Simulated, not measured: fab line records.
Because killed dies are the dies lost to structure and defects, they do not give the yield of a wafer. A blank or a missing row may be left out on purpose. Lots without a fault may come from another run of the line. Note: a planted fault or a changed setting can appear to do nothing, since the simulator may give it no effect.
Matching of chambers | flow gf180mcu | GF_STI_ETCH_14 on rieSi-02 has 4 sister chambers
The step etches Si in HBr/Cl2/O2, target depth 360 nm, time 102.9 s. 8 wafers are shown with their chamber, then 7 later ones without.

## WAFERS WITH THEIR CHAMBER
wafer  | chamber | drypumpMotorCurrentA (A) | runLengthS (s)
L502.4 | 2       | 5.0                      | 131.2
L503.1 | 2       | 5.0                      | 131.2
L503.4 | 3       | 5.0                      | 130.8
L504.5 | 1       | 5.2                      | 130.9
L519.3 | 3       | 5.0                      | 131.1
L519.5 | 0       | 5.7                      | 130.9
L522.1 | 0       | 5.8                      | 130.8
L522.2 | 1       | 5.2                      | 130.8

## WAFERS WITHOUT THEIR CHAMBER
wafer  | drypumpMotorCurrentA (A) | runLengthS (s)
L522.3 | 5.0                      | 131.0
L523.3 | 5.2                      | 130.7
L523.4 | 5.0                      | 130.7
L523.5 | 5.2                      | 131.3
L524.2 | 5.0                      | 131.1
L524.3 | 5.7                      | 130.8
L524.4 | 5.0                      | 131.6

## EACH ONE'S CHAMBER
wafer  | from the rows above     | in truth
L522.3 | can't be placed: 3 or 2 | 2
L523.3 | 1                       | 1
L523.4 | 3                       | 3
L523.5 | can't be placed: 1 or 2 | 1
L524.2 | can't be placed: 2 or 3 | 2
L524.3 | 0                       | 0
L524.4 | 2                       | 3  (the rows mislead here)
Correct placement for 3 of the 7. Not placeable from these rows: 3 (in 3, the candidates include the true chamber). 1 placed wrongly.
How it was worked out, from the rows above alone: a wafer's distance from a chamber is the root of the sum, over the readings, of the square of ((its reading less the chamber's mean) divided by the reading's scatter). The wafer belongs to the nearest chamber; if the next one is less than 2 further off, it can't be placed. For every chamber, the mean is computed from those of its wafers that are shown. The scatter: the root of (the sum of the squares of (reading less its chamber's mean) over the shown wafers, divided by (wafers less chambers)).
